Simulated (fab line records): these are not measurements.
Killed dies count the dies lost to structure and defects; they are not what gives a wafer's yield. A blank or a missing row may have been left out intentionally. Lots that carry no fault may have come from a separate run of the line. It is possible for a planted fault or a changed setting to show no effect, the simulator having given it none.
Split-lot experiment / flow gf180mcu / 5 lots, 23 wafers read, on a route of 602 steps

SPLIT DETAILS
At GF_SAB_DEVELOP_08 (develop time 60 s), the setting devTempC was moved away from the recipe's 23 C on 9 of the 23 wafers read, by -10.3% to +9.6%. For the rest of the wafers, this setting stayed at what the recipe calls for.

Between the split and the reading, the file records no step.

THE READING
cdNm (nm) at GF_SAB_CD_MEAS_09, where the cd target is 420 nm. Typical for fault-free wafers on this fab line: 419.3 nm, with standard deviation 1.9 nm.

wafer=L074.1; tool, chamber at the split=lithoTrack-02, 0; devTempC as run, C=25.21; against the recipe=+9.6%; cdNm, nm=425.6; against lot-mates on the recipe=+9.9
wafer=L074.2; tool, chamber at the split=lithoTrack-02, 0; devTempC as run, C=25.21; against the recipe=+9.6%; cdNm, nm=425.8; against lot-mates on the recipe=+10.1
wafer=L074.4; tool, chamber at the split=lithoTrack-02, 0; devTempC as run, C=23; against the recipe=recipe; cdNm, nm=414.9; against lot-mates on the recipe=-
wafer=L074.5; tool, chamber at the split=lithoTrack-02, 0; devTempC as run, C=25.21; against the recipe=+9.6%; cdNm, nm=424.1; against lot-mates on the recipe=+8.4
wafer=L074.6; tool, chamber at the split=lithoTrack-02, 0; devTempC as run, C=23; against the recipe=recipe; cdNm, nm=416.5; against lot-mates on the recipe=-
wafer=L077.1; tool, chamber at the split=lithoTrack-03, 0; devTempC as run, C=20.64; against the recipe=-10.3%; cdNm, nm=414.3; against lot-mates on the recipe=-7.1
wafer=L077.2; tool, chamber at the split=lithoTrack-03, 0; devTempC as run, C=23; against the recipe=recipe; cdNm, nm=421.1; against lot-mates on the recipe=-
wafer=L077.4; tool, chamber at the split=lithoTrack-03, 0; devTempC as run, C=20.64; against the recipe=-10.3%; cdNm, nm=413.8; against lot-mates on the recipe=-7.6
wafer=L077.5; tool, chamber at the split=lithoTrack-03, 0; devTempC as run, C=23; against the recipe=recipe; cdNm, nm=421.6; against lot-mates on the recipe=-
wafer=L077.6; tool, chamber at the split=lithoTrack-03, 0; devTempC as run, C=23; against the recipe=recipe; cdNm, nm=421.4; against lot-mates on the recipe=-
wafer=L079.1; tool, chamber at the split=lithoTrack-03, 0; devTempC as run, C=23; against the recipe=recipe; cdNm, nm=416.1; against lot-mates on the recipe=-
wafer=L079.3; tool, chamber at the split=lithoTrack-03, 0; devTempC as run, C=23; against the recipe=recipe; cdNm, nm=416.0; against lot-mates on the recipe=-
wafer=L079.6; tool, chamber at the split=lithoTrack-03, 0; devTempC as run, C=23; against the recipe=recipe; cdNm, nm=418.2; against lot-mates on the recipe=-
wafer=L078.1; tool, chamber at the split=lithoTrack-01, 0; devTempC as run, C=23; against the recipe=recipe; cdNm, nm=418.1; against lot-mates on the recipe=-
wafer=L078.2; tool, chamber at the split=lithoTrack-01, 0; devTempC as run, C=23; against the recipe=recipe; cdNm, nm=417.6; against lot-mates on the recipe=-
wafer=L078.4; tool, chamber at the split=lithoTrack-01, 0; devTempC as run, C=23; against the recipe=recipe; cdNm, nm=419.5; against lot-mates on the recipe=-
wafer=L078.5; tool, chamber at the split=lithoTrack-01, 0; devTempC as run, C=24.85; against the recipe=+8.0%; cdNm, nm=424.7; against lot-mates on the recipe=+6.3
wafer=L078.6; tool, chamber at the split=lithoTrack-01, 0; devTempC as run, C=24.85; against the recipe=+8.0%; cdNm, nm=425.0; against lot-mates on the recipe=+6.6
wafer=L084.1; tool, chamber at the split=lithoTrack-01, 0; devTempC as run, C=23; against the recipe=recipe; cdNm, nm=416.1; against lot-mates on the recipe=-
wafer=L084.2; tool, chamber at the split=lithoTrack-01, 0; devTempC as run, C=23; against the recipe=recipe; cdNm, nm=418.6; against lot-mates on the recipe=-
wafer=L084.3; tool, chamber at the split=lithoTrack-01, 0; devTempC as run, C=23; against the recipe=recipe; cdNm, nm=415.1; against lot-mates on the recipe=-
wafer=L084.5; tool, chamber at the split=lithoTrack-01, 0; devTempC as run, C=21.26; against the recipe=-7.6%; cdNm, nm=408.8; against lot-mates on the recipe=-7.8
wafer=L084.6; tool, chamber at the split=lithoTrack-01, 0; devTempC as run, C=21.26; against the recipe=-7.6%; cdNm, nm=411.6; against lot-mates on the recipe=-5.0

THE FIT
A straight line over all 23 wafers: cdNm changes by +0.703 nm for each +1% of devTempC; r = +0.87; the points scatter about the line by 2.3 nm.
The same after taking each lot's own level away (the mean of its wafers on the recipe; 23 wafers): +0.849 nm for each +1%; r = +0.98; scatter 1.1 nm.
The reading moves by 8.7 nm for the largest change in devTempC, on that fit.
Measured against the standard deviation above, the lots' own levels, which go from 415.70 to 421.37 nm, span 3.0 times it.
In other words, the slope is changed by the lot-to-lot level; the two fits disagree.
Check: -8.8 nm against its lot-mates is what the line predicts for one of the wafers moved furthest among these (-10.3%) when that wafer is left out of the fit. Against them it came out at -7.07 nm.

OTHER SPLITS APPLIED TO THESE WAFERS
These wafers also went through other splits before the reading. Each is held against what the fit with the lots' levels taken away leaves over:
other split on the same wafers=GF_HV_LDD_COAT_41 resistThkNm; wafers away from the commonest value=4; r with cdNm (lot level and that fit taken away)=+0.28
other split on the same wafers=GF_NSD_IMPLANT_09 energyKev; wafers away from the commonest value=9; r with cdNm (lot level and that fit taken away)=-0.03
other split on the same wafers=GF_PSD_DEVELOP_06 developTimeS; wafers away from the commonest value=8; r with cdNm (lot level and that fit taken away)=-0.08
other split on the same wafers=GF_SAB_COAT_04 spinRpm; wafers away from the commonest value=7; r with cdNm (lot level and that fit taken away)=-0.58

THE WHOLE CHAIN: every reading that the file lists as answering this split, in the file's order
step=GF_SAB_CD_MEAS_09; what it does=target cd 420 nm; reading=cdNm; change (the file's fit)=+0.832 nm for each +1% of the setting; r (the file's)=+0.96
step=GF_SAB_ETCH_11; what it does=etches SiO2 in C4F8/O2/Ar, target depth 55 nm, time 8.5 s; reading=SAB.cdNm (the simulator's own value, which no gauge read); change (the file's fit)=+0.807 nm for each +1% of the setting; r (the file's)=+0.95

FILE'S OWN FIT
cdNm changes by +0.832 nm for each +1% of devTempC, r = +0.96.
